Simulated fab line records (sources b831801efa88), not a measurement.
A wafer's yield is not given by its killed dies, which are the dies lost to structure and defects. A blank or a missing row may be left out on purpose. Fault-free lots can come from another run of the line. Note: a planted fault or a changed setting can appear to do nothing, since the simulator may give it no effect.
The tool behind it: which one? | flow sky130 | 18 wafers from 6 lots sampled at 2 of the route's 708 steps

== WHAT THE GAUGES READ, wafer by wafer ==
SKY_SONOS_ONO_THK_MEAS_01.
lot  | measured     | on            | SONOS_ONO_OXIDATION_THK (nm)
L778 | day 12 01:30 | film_metro-04 | 2.61 2.60 2.66
L780 | day 12 21:07 | film_metro-04 | 1.65 1.68 1.70
L782 | day 13 16:17 | film_metro-03 | 2.62 2.62 2.63
L794 | day 17 06:38 | film_metro-04 | 2.69 2.68 2.68
L796 | day 18 00:22 | film_metro-04 | 2.60 2.58 2.65
L799 | day 18 19:47 | film_metro-03 | 2.64 2.63 2.60

== EACH LOT AND THE TOOL THAT RAN IT (in order: tool; ch and the chambers of the sampled wafers; start) ==
lot  | SKY_SONOS_ONO_OXIDATION_00
L778 | furnace-01 ch 0, day 12 00:10
L780 | furnace-01 ch 0, day 12 19:44
L782 | furnace-02 ch 0, day 13 14:56
L794 | furnace-02 ch 0, day 17 05:17
L796 | furnace-02 ch 0, day 17 22:59
L799 | furnace-01 ch 0, day 18 18:25
- SKY_SONOS_ONO_OXIDATION_00: stabilise 600 s, purge 300 s, target thk 2.6 nm.

== THE ANSWER, worked out from the rows above alone ==
Rule: usual is defined by the lots themselves. Put in order of their means at a reading, lots are off if they are a third of the lots or fewer, leave a main group of 4 or more, and stand apart from it by a gap of 3 or more times the standard deviation of the main group's means; of several such gaps the widest counts. The tables above print the reading to a certain number of digits; a main group whose means all agree to those digits is not used. Also off: a lot with no number at a reading for which 4 or more lots have one. Where the step has rows for the other lots, those lots are counted as sound.
Off: L780, seen at SKY_SONOS_ONO_THK_MEAS_01 (SONOS_ONO_OXIDATION_THK). Main group: mean 2.63 nm, sd 0.026.
A tool fits if, at a process step before that reading, it ran every lot that is off, and no sound lot after the first of them. The gauges at SKY_SONOS_ONO_THK_MEAS_01 are tried like those tools. None of those tried fits.

== WHAT THE SIMULATOR PUT IN ==
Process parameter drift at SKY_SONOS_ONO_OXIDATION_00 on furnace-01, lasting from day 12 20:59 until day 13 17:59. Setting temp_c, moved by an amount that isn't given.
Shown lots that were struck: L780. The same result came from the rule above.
